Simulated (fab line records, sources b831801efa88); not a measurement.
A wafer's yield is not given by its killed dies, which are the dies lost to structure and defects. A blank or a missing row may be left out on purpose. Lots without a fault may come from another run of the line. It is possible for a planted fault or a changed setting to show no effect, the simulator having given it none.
fab line records -- flow gf180mcu
[record] lots = 13, wafers = 39, last_day = 34
route steps=602 shown DUAL_GATE@156 M1@330 V1@349 M2@364
lots untouched by any fault: they come from a run of this same line in which no faults occurred
start_h: hours from the record's first day to the start of the lot's first wafer shown -- wait_h: time in hours since the lot's previous step -- " same as the row above -- L1.1+2: one row covering several wafers at once -- - no value, or no start was given -- * or withheld: withheld -- < > ~ a bound
route shown NAME@n: NAME is a module with steps in the file, n the number in the route of the first one -- usual: mean and standard deviation over wafers with no fault -- same: alike in all rows -- chamber/n: place in a boat -- sites: per-site readings -- _std_site: their standard deviation -- _edge_site: outer sites' mean less inner sites' -- radius_mm: for every site, how far away it sits from the centre of the wafer -- mask NAME#n: copy n -- behind: the most recent tool/chamber to have shaped the wafer -- hold: the reason the lot was held/the length of the hold in hours/how it ended -- device: the transistor (n, p or np) that didn't switch -- end of line: the tests these same wafers got at the end of their route -- a step with no rows: only its recipe -- killed: not the wafer's yield, but the dies lost to structure and defects at the first sort -- map: a wafer's dies, x killed, . not, _ none there
set.NAME: the run value of the setting; set.NAME@STEP: its run value at that earlier step -- model.NAME: the simulator's own value behind a step, which no gauge read
the route's steps for a sample of lots (tables are steps, rows are wafers)
services: when a tool's chamber went out of use (start_h, in hours from the record's first day, below 0 if earlier), for how many hours, and the reason
[[steps]]
[step GF_DUAL_GATE_OXIDATION_15]
[recipe] temp_c = 850, ambient = O2, stabilise_s = 600, purge_s = 300, target_thk_a = 70.98, ox_time_s = 1995
[usual] spike_tc_bottom_C = 869.1/2, spike_tc_centre_C = 850.4/1.2, spike_tc_lower_C = 850.5/1, spike_tc_top_C = 862.2/1.4, spike_tc_upper_C = 850.1/1, tube_center_temp_C = 850/0.074, tube_center_temp_C_max = 852.1/0.31
[same] stabilise_s = 600
lot.wafer,tool,chamber,start_h,wait_h,spike_tc_bottom_C,spike_tc_centre_C,spike_tc_lower_C,spike_tc_top_C,spike_tc_upper_C,tube_center_temp_C,tube_center_temp_C_max
L734.2,furnace-02,0,172.21,0.0,865.9,850.6,849.5,862.6,850.3,850.02,851.9
L734.4,furnace-02,0,172.21,0.0,867.8,851.3,849.6,864.1,848.8,850.1,851.9
L734.6,furnace-02,0,172.21,0.0,864.8,851.9,851.4,862.4,850.6,850.05,852.0
L735.2,furnace-02,0,183.50,0.0,865.3,850.8,849.5,863.2,849.6,850.05,852.1
L735.3,furnace-02,0,183.50,0.0,865.9,852.7,850.7,864.6,849.3,850.13,852.7
L735.6,furnace-02,0,183.50,0.0,866.2,851.4,849.3,863.9,849.2,850.01,852.6
L736.1,furnace-01,0,186.42,1.0,871.3,851.2,851.1,862.3,851.5,849.91,851.7
L736.2,furnace-01,0,186.42,1.0,868.6,849.3,851.7,862.8,849.5,849.93,851.9
L736.5,furnace-01,0,186.42,1.0,869.8,849.4,850.2,860.9,848.3,850,852.2
L737.1,furnace-01,0,194.29,0.0,869.6,850.1,849.4,863.0,849.6,850,852.1
L737.4,furnace-01,0,194.29,0.0,870.1,850.8,851.2,860.5,848.9,849.98,852.4
L737.6,furnace-01,0,194.29,0.0,870.2,850.1,851.0,860.1,850.3,849.98,851.9
L738.3,furnace-01,0,204.59,0.3,871.4,850.0,849.3,863.5,849.4,850.01,852.2
L738.4,furnace-01,0,204.59,0.3,870.0,850.8,850.7,860.0,851.5,850.02,851.8
L738.6,furnace-01,0,204.59,0.3,870.2,849.8,850.7,860.9,848.9,849.98,852.0
L739.3,furnace-01,0,208.98,1.1,871.5,849.5,849.9,861.3,849.0,849.84,852.0
L739.5,furnace-01,0,208.98,1.1,871.8,849.6,852.0,862.5,847.9,849.98,851.6
L739.6,furnace-01,0,208.98,1.1,870.7,850.3,850.3,861.6,849.8,850.03,852.6
L740.3,furnace-02,0,216.26,1.1,865.0,852.2,850.0,864.7,850.4,850.15,852.7
L740.4,furnace-02,0,216.26,1.1,865.8,849.2,850.0,865.5,848.4,849.92,852.4
L740.6,furnace-02,0,216.26,1.1,866.2,851.6,848.8,862.2,848.6,850.07,851.7
L741.2,furnace-01,0,227.41,0.6,869.3,848.4,848.9,860.2,848.4,849.88,852.3
L741.5,furnace-01,0,227.41,0.6,870.2,848.7,850.8,860.6,851.0,850.03,852.5
L741.6,furnace-01,0,227.41,0.6,871.9,849.9,848.5,861.7,849.3,850.01,851.9
L748.1,furnace-01,0,274.82,0.1,876.9,856.2,856.7,869.0,857.4,855.92,857.5
L748.4,furnace-01,0,274.82,0.1,875.7,853.1,856.9,867.7,855.1,855.98,857.4
L748.6,furnace-01,0,274.82,0.1,876.6,856.9,857.4,867.1,856.9,856.1,858.1
L749.1,furnace-01,0,284.23,5.1,875.6,855.8,857.7,867.1,854.9,855.92,857.8
L749.5,furnace-01,0,284.23,5.1,876.3,855.0,856.6,869.5,857.1,856.04,858.1
L749.6,furnace-01,0,284.23,5.1,875.4,857.0,855.4,868.0,854.8,855.97,858.3
L750.2,furnace-01,0,293.90,4.5,874.8,854.5,857.8,866.1,856.8,856.03,857.8
L750.3,furnace-01,0,293.90,4.5,876.5,856.3,857.9,867.3,856.7,856.1,858.8
L750.5,furnace-01,0,293.90,4.5,874.8,857.5,855.6,868.0,855.3,856.05,858.1
L755.1,furnace-02,0,326.93,4.1,862.9,850.4,848.9,863.5,850.9,849.99,852.1
L755.2,furnace-02,0,326.93,4.1,866.3,851.3,849.9,864.3,851.8,849.84,852.2
L755.3,furnace-02,0,326.93,4.1,866.5,850.1,849.3,863.2,850.0,850.03,852.6
L757.1,furnace-02,0,340.72,1.1,867.1,852.5,850.0,864.1,850.1,849.96,851.7
L757.3,furnace-02,0,340.72,1.1,866.0,853.5,850.4,863.6,849.3,850.03,852.2
L757.5,furnace-02,0,340.72,1.1,866.4,851.1,848.7,863.2,849.2,849.99,852.0
[step GF_M1_OVL_MEAS_15]
[usual] M1_OVL = -1/4.7
lot.wafer,tool,chamber,start_h,wait_h,M1_OVL[nm]
L734.2,overlay-02,-,378.12,0.1,-12
L734.4,overlay-02,-,378.12,0.1,0
L734.6,overlay-02,-,378.12,0.1,-5
L735.2,overlay-01,-,391.52,0.1,-7
L735.3,overlay-01,-,391.52,0.1,-9
L735.6,overlay-01,-,391.52,0.1,-1
L736.1,overlay-01,-,394.67,0.1,-8
L736.2,overlay-01,-,394.67,0.1,-7
L736.5,overlay-01,-,394.67,0.1,-6
L737.1,overlay-01,-,404.62,0.1,3
L737.4,overlay-01,-,404.62,0.1,10
L737.6,overlay-01,-,404.62,0.1,4
L738.3,overlay-01,-,416.88,0.1,-7
L738.4,overlay-01,-,416.88,0.1,-10
L738.6,overlay-01,-,416.88,0.1,-5
L739.3,overlay-02,-,427.85,0.1,10
L739.5,overlay-02,-,427.85,0.1,1
L739.6,overlay-02,-,427.85,0.1,-2
L740.3,overlay-02,-,433.52,0.1,-13
L740.4,overlay-02,-,433.52,0.1,-3
L740.6,overlay-02,-,433.52,0.1,-5
L741.2,overlay-02,-,451.82,0.1,-9
L741.5,overlay-02,-,451.82,0.1,-4
L741.6,overlay-02,-,451.82,0.1,-6
L748.1,overlay-02,-,515.46,0.1,-7
L748.4,overlay-02,-,515.46,0.1,-7
L748.6,overlay-02,-,515.46,0.1,-4
L749.1,overlay-02,-,525.86,0.1,6
L749.5,overlay-02,-,525.86,0.1,3
L749.6,overlay-02,-,525.86,0.1,1
L750.2,overlay-01,-,540.34,0.1,-3
L750.3,overlay-01,-,540.34,0.1,0
L750.5,overlay-01,-,540.34,0.1,-1
L755.1,overlay-01,-,569.26,0.1,6
L755.2,overlay-01,-,569.26,0.1,-1
L755.3,overlay-01,-,569.26,0.1,-2
L757.1,overlay-01,-,586.21,0.1,0
L757.3,overlay-01,-,586.21,0.1,4
L757.5,overlay-01,-,586.21,0.1,1
[step GF_V1_CD_MEAS_14]
[recipe] target_cd_nm = 260
[usual] cd_nm = 260.1/1.2
lot.wafer,tool,chamber,start_h,wait_h,cd_nm
L734.2,cd_sem-01,-,402.82,0.1,260.4
L734.4,cd_sem-01,-,402.82,0.1,259.3
L734.6,cd_sem-01,-,402.82,0.1,261.2
L735.2,cd_sem-02,-,416.11,0.1,260.0
L735.3,cd_sem-02,-,416.11,0.1,258.8
L735.6,cd_sem-02,-,416.11,0.1,259.8
L736.1,cd_sem-01,-,419.49,0.1,259.0
L736.2,cd_sem-01,-,419.49,0.1,259.7
L736.5,cd_sem-01,-,419.49,0.1,259.8
L737.1,cd_sem-02,-,429.69,0.1,259.0
L737.4,cd_sem-02,-,429.69,0.1,258.7
L737.6,cd_sem-02,-,429.69,0.1,258.9
L738.3,cd_sem-02,-,442.31,0.1,259.8
L738.4,cd_sem-02,-,442.31,0.1,258.6
L738.6,cd_sem-02,-,442.31,0.1,259.3
L739.3,cd_sem-01,-,453.71,0.1,261.4
L739.5,cd_sem-01,-,453.71,0.1,261.1
L739.6,cd_sem-01,-,453.71,0.1,261.1
L740.3,cd_sem-01,-,459.13,0.1,259.1
L740.4,cd_sem-01,-,459.13,0.1,259.2
L740.6,cd_sem-01,-,459.13,0.1,260.2
L741.2,cd_sem-02,-,477.41,0.1,260.4
L741.5,cd_sem-02,-,477.41,0.1,260.6
L741.6,cd_sem-02,-,477.41,0.1,259.8
L748.1,cd_sem-02,-,539.39,0.1,259.3
L748.4,cd_sem-02,-,539.39,0.1,259.6
L748.6,cd_sem-02,-,539.39,0.1,258.5
L749.1,cd_sem-02,-,549.84,0.1,261.6
L749.5,cd_sem-02,-,549.84,0.1,262.1
L749.6,cd_sem-02,-,549.84,0.1,261.5
L750.2,cd_sem-01,-,563.93,0.1,261.1
L750.3,cd_sem-01,-,563.93,0.1,260.8
L750.5,cd_sem-01,-,563.93,0.1,261.3
L755.1,cd_sem-02,-,591.44,0.1,258.4
L755.2,cd_sem-02,-,591.44,0.1,259.8
L755.3,cd_sem-02,-,591.44,0.1,259.3
L757.1,cd_sem-02,-,608.54,0.1,258.5
L757.3,cd_sem-02,-,608.54,0.1,259.3
L757.5,cd_sem-02,-,608.54,0.1,259.2
[step GF_M2_SPUTTER_02]
[recipe] material = AlCu, target_thk_nm = 450, power_w = 10600, time_s = 23.9, chamber_pressure_pa = 0.4
[usual] throttle_valve_pct = 29.6/1.1
lot.wafer,tool,chamber,start_h,wait_h,throttle_valve_pct
L734.2,pvd_sputter-03,-,404.44,0.0,30.0
L734.4,pvd_sputter-03,-,404.44,0.0,30.1
L734.6,pvd_sputter-03,-,404.44,0.0,30.2
L735.2,pvd_sputter-03,-,417.77,0.0,30.5
L735.3,pvd_sputter-03,-,417.77,0.0,30.2
L735.6,pvd_sputter-03,-,417.77,0.0,30.2
L736.1,pvd_sputter-04,-,421.28,0.0,31.0
L736.2,pvd_sputter-04,-,421.28,0.0,28.6
L736.5,pvd_sputter-04,-,421.28,0.0,28.3
L737.1,pvd_sputter-03,-,431.55,0.0,30.0
L737.4,pvd_sputter-03,-,431.55,0.0,30.2
L737.6,pvd_sputter-03,-,431.55,0.0,30.2
L738.3,pvd_sputter-04,-,443.92,0.0,28.5
L738.4,pvd_sputter-04,-,443.92,0.0,30.9
L738.6,pvd_sputter-04,-,443.92,0.0,28.2
L739.3,pvd_sputter-04,-,455.66,0.0,31.2
L739.5,pvd_sputter-04,-,455.66,0.0,28.7
L739.6,pvd_sputter-04,-,455.66,0.0,28.4
L740.3,pvd_sputter-04,-,460.82,0.0,30.8
L740.4,pvd_sputter-04,-,460.82,0.0,28.8
L740.6,pvd_sputter-04,-,460.82,0.0,31.2
L741.2,pvd_sputter-04,-,479.03,0.0,28.6
L741.5,pvd_sputter-04,-,479.03,0.0,28.6
L741.6,pvd_sputter-04,-,479.03,0.0,28.0
L748.1,pvd_sputter-03,-,541.03,0.0,30.5
L748.4,pvd_sputter-03,-,541.03,0.0,30.4
L748.6,pvd_sputter-03,-,541.03,0.0,30.2
L749.1,pvd_sputter-03,-,551.52,0.0,30.2
L749.5,pvd_sputter-03,-,551.52,0.0,30.4
L749.6,pvd_sputter-03,-,551.52,0.0,30.0
L750.2,pvd_sputter-04,-,565.56,0.0,28.8
L750.3,pvd_sputter-04,-,565.56,0.0,27.7
L750.5,pvd_sputter-04,-,565.56,0.0,31.1
L755.1,pvd_sputter-03,-,593.09,0.0,30.5
L755.2,pvd_sputter-03,-,593.09,0.0,30.4
L755.3,pvd_sputter-03,-,593.09,0.0,30.1
L757.1,pvd_sputter-04,-,610.52,0.0,27.8
L757.3,pvd_sputter-04,-,610.52,0.0,28.8
L757.5,pvd_sputter-04,-,610.52,0.0,28.9
[[services]]
tool,chamber,start_h,hours,kind
pvd_sputter-03,-,169.12,1.0,repair
furnace-02,-,198.08,3.8,pm
pvd_sputter-03,-,198.45,1.9,repair
pvd_sputter-04,-,213.79,3.1,repair
furnace-02,-,272.67,51.7,pm
furnace-01,-,324.60,5.7,pm
furnace-01,-,330.27,3.8,pm
pvd_sputter-04,-,344.46,1.6,repair
pvd_sputter-03,-,357.68,8.5,repair
furnace-02,-,367.03,4.8,pm
furnace-02,-,389.93,5.0,pm
furnace-01,-,397.33,8.3,pm
furnace-02,-,411.52,3.2,pm
furnace-01,-,426.51,2.9,pm
furnace-01,-,479.70,3.6,pm
furnace-02,-,533.99,3.5,pm
pvd_sputter-04,-,552.83,0.6,repair
pvd_sputter-04,-,579.72,5.8,repair
[[key]]
[first_sign] step = GF_DUAL_GATE_OXIDATION_15, reading = tube_center_temp_C, direction = up, sigmas = 71, usual = *, struck = *
[effect] step = GF_DUAL_GATE_OXIDATION_15, reading = tube_center_temp_C_max, direction = up, sigmas = 19, usual = *, struck = *
met_at GF_DUAL_GATE_OXIDATION_15
struck_lots L748,L749,L750
tester_left_out L748,L749,L750
not_acting_at GF_M1_OVL_MEAS_15,GF_V1_CD_MEAS_14,GF_M2_SPUTTER_02
onset_between 227.41 274.82
[fault] kind = process_parameter_drift, tool = furnace-01, chamber = -, onset_h = 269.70, steps = GF_DUAL_GATE_OXIDATION_15, channel = temp_c, offset = *, shape = step, end_h = 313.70, acts_in = *, stated = *
// tester_left_out: of these lots the tester's yield and bins aren't shown, on N5 and GAA mostly nor the transistor test; their killed dies are dies lost to structure and defects alone, not to doping, threshold or leakage, so they don't give the yield
